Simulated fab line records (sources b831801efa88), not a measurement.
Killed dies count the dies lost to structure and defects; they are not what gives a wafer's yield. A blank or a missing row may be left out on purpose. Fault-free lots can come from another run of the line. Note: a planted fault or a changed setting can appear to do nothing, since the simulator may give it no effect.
fab line records	flow sky130
[record] lots = 11	wafers = 33	lastDay = 50
route steps=708 shown FIELD_ISO@15 NWELL@65 POLY_GATE@232
lots untouched by any fault: they come from a run of this same line in which no faults occurred
startH: start of the lot's first displayed wafer, in hours after the record's first day	waitH: hours from the lot's prior step to this one	" identical to the entry in the row above	L1.1+2: several wafers, shown together as one row	- no value, or no start given	* or withheld: withheld	< > ~ a bound
route shown NAME@n: NAME is a module with steps in the file, n the number in the route of the first one	usual: mean/standard deviation taken from wafers without a fault	same: alike in all rows	chamber/n: place in a boat	sites: the reading at each site	_std_site: standard deviation of those values	_edge_site: the outer-site mean with the inner-site mean subtracted	radiusMm: how far each site lies from the wafer's centre	mask NAME#n: copy n	behind: tool/chamber where the wafer was last shaped	hold: the reason the lot was held/the length of the hold in hours/how it ended	device: the transistor (n, p or np) that didn't switch	end of line: tests of these same wafers at the route's end	for a step that has no rows: nothing shown but its recipe	killed: at the first sort, the dies lost to defects and structure; wafer yield is something else	map: per-die view of a wafer (x killed, . not killed, _ where there is no die)
set.NAME: the setting the step ran with; set.NAME@STEP: the setting that earlier step ran with	model.NAME: the simulator's own value behind a step, which no gauge read
a sample of lots followed through the steps of the route, with each step as a table and each wafer as a row
services: a tool's chamber out of use, with start hour (startH, from the record's first day; less than 0 if before it), hours out, and reason
[[steps]]
[step SKY_FIELD_ISO_ETCH_14]
[recipe] chemistry = N2/H2	target = BARC	ionEnergyEv = 200	sourceW = 500	biasW = 100	pressureMtorr = 30	n2FlowSccm = 100	h2FlowSccm = 200	stopOn = SiO2	timeS = 45.9	targetDepthA = 600
[usual] drypumpMotorCurrentA = 5.6/0.45	n2FlowSccm = 100.02/0.28	oesProductAu = 0.855/0.0047	throttleValvePct = 13.225/0.0093
lot.wafer	tool	chamber	startH	waitH	drypumpMotorCurrentA	n2FlowSccm	oesProductAu	rfHoursCounterH	throttleValvePct
L603.1	rieDiel-02	2	41.07	0.1	5.5	100.23	0.859	7	13.221
L603.5	"	0	"	"	5.2	99.76	0.857	-	13.242
L603.6	"	3	"	"	6.2	99.69	0.852	-	13.223
L604.1	rieDiel-03	2	44.22	0.1	5.7	99.93	0.860	2	13.229
L604.2	"	3	"	"	4.7	99.99	0.855	156	13.228
L604.5	"	2	"	"	5.7	100.01	0.852	-	13.229
L606.1	rieDiel-02	2	54.42	0.1	5.5	100.11	0.848	7	13.235
L606.3	"	0	"	"	5.2	100.45	0.865	3	13.226
L606.4	"	3	"	"	6.3	99.75	0.852	83	13.209
L607.2	rieDiel-03	1	60.29	0.1	6.0	100.58	0.858	104	13.224
L607.3	"	0	"	"	4.9	99.78	0.854	50	13.237
L607.4	"	3	"	"	4.7	99.82	0.853	156	13.225
L609.1	rieDiel-03	2	71.22	0.1	5.7	99.80	0.856	3	13.223
L609.2	"	3	"	"	4.7	99.95	0.856	156	13.223
L609.4	"	1	"	"	6.0	100.13	0.848	104	13.220
L610.2	rieDiel-04	1	77.17	0.1	5.2	99.58	0.859	58	13.211
L610.4	"	2	"	"	5.6	99.88	0.862	87	13.218
L610.6	"	2	"	"	5.6	99.89	0.857	-	13.250
L613.1	rieDiel-02	1	95.57	0.1	5.7	99.87	0.862	1	13.250
L613.3	"	3	"	"	6.3	99.51	0.855	83	13.226
L613.5	"	2	"	"	5.5	100.33	0.860	-	13.241
L614.1	rieDiel-03	0	100.67	0.1	5.0	99.50	0.857	50	13.228
L614.2	"	3	"	"	4.7	99.99	0.860	157	13.221
L614.4	"	2	"	"	5.7	100.24	0.863	4	13.229
L621.3	rieDiel-04	2	132.87	0.1	5.6	100.10	0.856	88	13.225
L621.4	"	1	"	"	5.3	100.05	0.859	59	13.237
L621.6	"	0	"	"	6.2	100.15	0.858	-	13.204
L623.2	rieDiel-03	3	145.47	0.1	4.7	99.97	0.848	158	13.225
L623.3	"	2	"	"	5.7	100.39	0.857	5	13.205
L623.4	"	0	"	"	4.9	100.26	0.852	-	13.213
L624.2	rieDiel-02	1	150.97	0.1	5.7	99.96	0.848	2	13.228
L624.5	"	3	"	"	6.2	99.73	0.852	-	13.230
L624.6	"	2	"	"	5.5	100.11	0.859	-	13.228
[step SKY_NWELL_IMPLANT_12]
[recipe] species = P	energyKev = 120	doseCm2 = 1.3e+12	tiltDeg = withheld
[usual] doseIonsCm2 = 1.3002e+12/1.4e+09	faradayCurrentUA = 7.34/0.15
lot.wafer	tool	chamber	startH	waitH	doseIonsCm2	faradayCurrentUA
L603.1	implanter-04	0	95.29	0.1	1.3e+12	7.38
L603.5	"	0	"	"	1.3005e+12	7.55
L603.6	"	0	"	"	1.3009e+12	7.24
L604.1	implanter-02	0	101.09	0.1	1.3012e+12	7.60
L604.2	"	0	"	"	1.298e+12	7.27
L604.5	"	0	"	"	1.3012e+12	7.40
L606.1	implanter-04	0	119.49	0.1	1.3003e+12	7.16
L606.3	"	0	"	"	1.3006e+12	7.09
L606.4	"	0	"	"	1.301e+12	7.28
L607.2	implanter-04	0	129.57	0.1	1.3014e+12	6.99
L607.3	"	0	"	"	1.3029e+12	7.24
L607.4	"	0	"	"	1.3003e+12	7.15
L609.1	implanter-04	0	134.14	0.1	1.3035e+12	7.20
L609.2	"	0	"	"	1.3001e+12	7.45
L609.4	"	0	"	"	1.2995e+12	7.24
L610.2	implanter-01	0	137.81	0.1	1.2993e+12	7.33
L610.4	"	0	"	"	1.3015e+12	7.29
L610.6	"	0	"	"	1.3001e+12	7.60
L613.1	implanter-04	0	157.79	0.1	1.4239e+12	8.08
L613.3	"	0	"	"	1.4241e+12	8.06
L613.5	"	0	"	"	1.4242e+12	8.04
L614.1	implanter-04	0	165.49	0.1	1.4231e+12	8.25
L614.2	"	0	"	"	1.4247e+12	8.03
L614.4	"	0	"	"	1.4258e+12	8.10
L621.3	implanter-02	0	207.09	0.1	1.299e+12	7.45
L621.4	"	0	"	"	1.3024e+12	7.47
L621.6	"	0	"	"	1.2997e+12	7.28
L623.2	implanter-01	0	218.37	0.1	1.3002e+12	7.48
L623.3	"	0	"	"	1.3014e+12	7.16
L623.4	"	0	"	"	1.302e+12	7.32
L624.2	implanter-02	0	225.57	0.1	1.3028e+12	7.46
L624.5	"	0	"	"	1.3005e+12	7.39
L624.6	"	0	"	"	1.3014e+12	7.33
[step SKY_NWELL_STRIP_25]
[recipe] chemistry = O2/N2	powerW = 1400	pressureMtorr = 1500	platenTempC = withheld	o2FlowSccm = 3000	n2FlowSccm = 300	overashFraction = 0.5
[usual] drypumpMotorCurrentA = 6.2/0.31	n2FlowSccm = 300.1/0.95	oesProductAu = 0.722/0.0046	stripTimeToEndpointS = 36.94/0.091
[same] overashFraction = 0.5
lot.wafer	tool	chamber	startH	waitH	drypumpMotorCurrentA	n2FlowSccm	oesProductAu	rfHoursCounterH	stripTimeToEndpointS
L603.1	plasmaAsher-02	0	113.14	0.1	6.4	300.9	0.723	29	37.09
L603.5	"	0	"	"	6.4	300.7	0.728	-	36.99
L603.6	"	1	"	"	6.0	298.2	0.720	-	36.89
L604.1	plasmaAsher-03	0	119.60	0.1	6.1	298.2	0.717	44	37.08
L604.2	"	1	"	"	6.0	299.2	0.725	44	37.16
L604.5	"	0	"	"	6.1	299.7	0.717	-	37.10
L606.1	plasmaAsher-02	0	137.74	0.1	6.4	301.2	0.720	30	36.87
L606.3	"	0	"	"	6.3	301.5	0.724	-	36.88
L606.4	"	1	"	"	6.0	301.6	0.718	-	36.89
L607.2	plasmaAsher-02	0	148.15	0.1	6.3	300.6	0.725	32	36.93
L607.3	"	1	"	"	6.0	300.6	0.721	-	36.73
L607.4	"	0	"	"	6.3	300.4	0.720	-	36.82
L609.1	plasmaAsher-03	1	153.40	0.1	6.0	299.0	0.712	48	37.00
L609.2	"	0	"	"	6.1	299.0	0.719	48	37.00
L609.4	"	0	"	"	6.1	297.4	0.717	-	37.05
L610.2	plasmaAsher-03	1	156.64	0.1	6.0	299.9	0.729	48	37.03
L610.4	"	1	"	"	6.0	299.9	0.720	-	36.92
L610.6	"	1	"	"	6.0	300.1	0.713	-	36.90
L613.1	plasmaAsher-04	1	177.69	0.1	5.8	300.4	0.718	52	36.83
L613.3	"	0	"	"	6.9	300.1	0.715	-	36.80
L613.5	"	1	"	"	5.8	299.4	0.728	-	36.93
L614.1	plasmaAsher-04	1	186.29	0.1	5.8	300.5	0.721	52	36.99
L614.2	"	0	"	"	6.8	299.7	0.726	52	36.97
L614.4	"	1	"	"	5.8	301.4	0.729	-	36.92
L621.3	plasmaAsher-04	0	231.43	0.2	6.8	300.5	0.721	-	36.80
L621.4	"	1	"	"	5.8	301.7	0.720	-	36.85
L621.6	"	1	"	"	5.8	298.9	0.725	-	36.86
L623.2	plasmaAsher-02	0	241.89	0.1	6.4	299.5	0.722	40	36.91
L623.3	"	0	"	"	6.4	299.3	0.720	-	36.91
L623.4	"	1	"	"	6.1	299.2	0.725	-	36.97
L624.2	plasmaAsher-02	0	249.04	0.1	6.4	301.1	0.719	41	36.87
L624.5	"	0	"	"	6.4	301.3	0.720	-	36.90
L624.6	"	1	"	"	6.0	299.4	0.723	-	36.92
[step SKY_POLY_GATE_STRIP_18]
[recipe] chemistry = O2/N2	powerW = 1400	pressureMtorr = 1500	platenTempC = withheld	o2FlowSccm = 3000	n2FlowSccm = 300	overashFraction = 0.5
[usual] drypumpMotorCurrentA = 5.8/0.67	n2FlowSccm = 300.0/0.91	oesProductAu = 0.361/0.0048	stripTimeToEndpointS = 3.173/0.024
[same] overashFraction = 0.5
lot.wafer	tool	chamber	startH	waitH	drypumpMotorCurrentA	n2FlowSccm	oesProductAu	rfHoursCounterH	stripTimeToEndpointS
L603.1	plasmaAsher-04	1	385.25	0.0	5.8	300.1	0.363	72	3.163
L603.5	"	0	"	"	6.8	301.2	0.358	-	3.135
L603.6	"	1	"	"	5.8	300.9	0.361	-	3.189
L604.1	plasmaAsher-01	1	391.49	0.0	4.8	299.9	0.359	26	3.152
L604.2	"	0	"	"	5.7	298.4	0.365	26	3.187
L604.5	"	0	"	"	5.7	299.6	0.359	-	3.171
L606.1	plasmaAsher-04	1	420.75	0.0	5.8	301.4	0.359	74	3.151
L606.3	"	1	"	"	5.8	300.4	0.358	-	3.160
L606.4	"	0	"	"	6.9	298.8	0.361	-	3.165
L607.2	plasmaAsher-01	1	437.75	0.0	4.8	298.6	0.365	31	3.154
L607.3	"	1	"	"	4.8	299.2	0.354	-	3.132
L607.4	"	0	"	"	5.7	299.9	0.367	-	3.173
L609.1	plasmaAsher-04	1	442.85	0.0	5.8	301.2	0.363	1	3.231
L609.2	"	0	"	"	6.8	299.5	0.357	1	3.156
L609.4	"	1	"	"	5.8	301.2	0.364	-	3.185
L610.2	plasmaAsher-04	0	453.09	0.0	6.8	299.8	0.351	2	3.132
L610.4	"	1	"	"	5.8	300.5	0.361	-	3.184
L610.6	"	0	"	"	6.8	298.9	0.365	-	3.151
L613.1	plasmaAsher-01	1	490.34	0.0	4.8	300.4	0.361	36	3.193
L613.3	"	0	"	"	5.8	299.8	0.366	-	3.155
L613.5	"	0	"	"	5.8	299.0	0.364	-	3.165
L614.1	plasmaAsher-02	0	496.05	0.0	6.4	299.5	0.360	66	3.132
L614.2	"	1	"	"	6.0	299.2	0.359	66	3.173
L614.4	"	1	"	"	6.0	300.5	0.366	-	3.152
L621.3	plasmaAsher-01	0	554.53	0.1	5.8	299.7	0.360	-	3.172
L621.4	"	1	"	"	4.8	300.4	0.367	-	3.154
L621.6	"	1	"	"	4.8	301.2	0.358	-	3.141
L623.2	plasmaAsher-01	0	565.34	0.0	5.8	300.3	0.365	44	3.185
L623.3	"	1	"	"	4.8	299.4	0.369	-	3.176
L623.4	"	0	"	"	5.8	299.4	0.356	-	3.182
L624.2	plasmaAsher-02	1	570.89	0.0	6.0	299.3	0.352	72	3.139
L624.5	"	0	"	"	6.3	300.7	0.359	-	3.193
L624.6	"	1	"	"	6.1	299.0	0.355	-	3.139
[[services]]
tool	chamber	startH	hours	kind
plasmaAsher-01	-	20.45	2.0	repair
implanter-04	-	34.51	2.4	pm
plasmaAsher-04	-	37.62	2.6	repair
plasmaAsher-01	-	44.27	17.3	repair
rieDiel-03	0	66.23	2.1	repair
plasmaAsher-01	-	108.75	9.0	pm
implanter-04	-	114.66	3.7	pm
plasmaAsher-02	-	128.01	9.0	repair
rieDiel-03	1	132.83	31.5	repair
rieDiel-03	2	145.86	3.8	repair
implanter-04	-	187.61	2.0	repair
implanter-04	-	296.77	8.2	repair
plasmaAsher-04	-	317.28	3.5	repair
implanter-04	-	371.76	2.8	repair
plasmaAsher-02	-	398.54	0.4	repair
plasmaAsher-04	-	399.44	9.5	pm
implanter-04	-	399.49	2.7	repair
rieDiel-03	2	403.01	19.1	repair
rieDiel-03	0	403.40	14.3	repair
implanter-04	-	413.85	6.4	repair
plasmaAsher-04	-	421.25	9.0	pm
plasmaAsher-04	-	425.74	2.7	repair
plasmaAsher-02	-	503.19	5.4	repair
implanter-04	-	552.04	3.9	repair
[[key]]
[firstSign] step = SKY_NWELL_IMPLANT_12	reading = doseIonsCm2	direction = up	sigmas = 87	usual = *	struck = *
[effect] step = SKY_NWELL_IMPLANT_12	reading = faradayCurrentUA	direction = up	sigmas = 5.2	usual = 7.34	struck = 8.09
metAt SKY_NWELL_IMPLANT_12
struckLots L613,L614
testerLeftOut L613,L614
notActingAt SKY_FIELD_ISO_ETCH_14,SKY_NWELL_STRIP_25,SKY_POLY_GATE_STRIP_18
onsetBetween 134.14 157.79
[fault] kind = processParameterDrift	tool = implanter-04	chamber = -	onsetH = 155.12	steps = SKY_NWELL_IMPLANT_12	channel = doseCm2	offset = *	shape = step	endH = 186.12	actsIn = *	stated = *
// testerLeftOut: of these lots the tester's yield and bins aren't shown, on N5 and GAA mostly nor the transistor test; their killed dies are dies lost to structure and defects alone, not to doping, threshold or leakage, so they don't give the yield
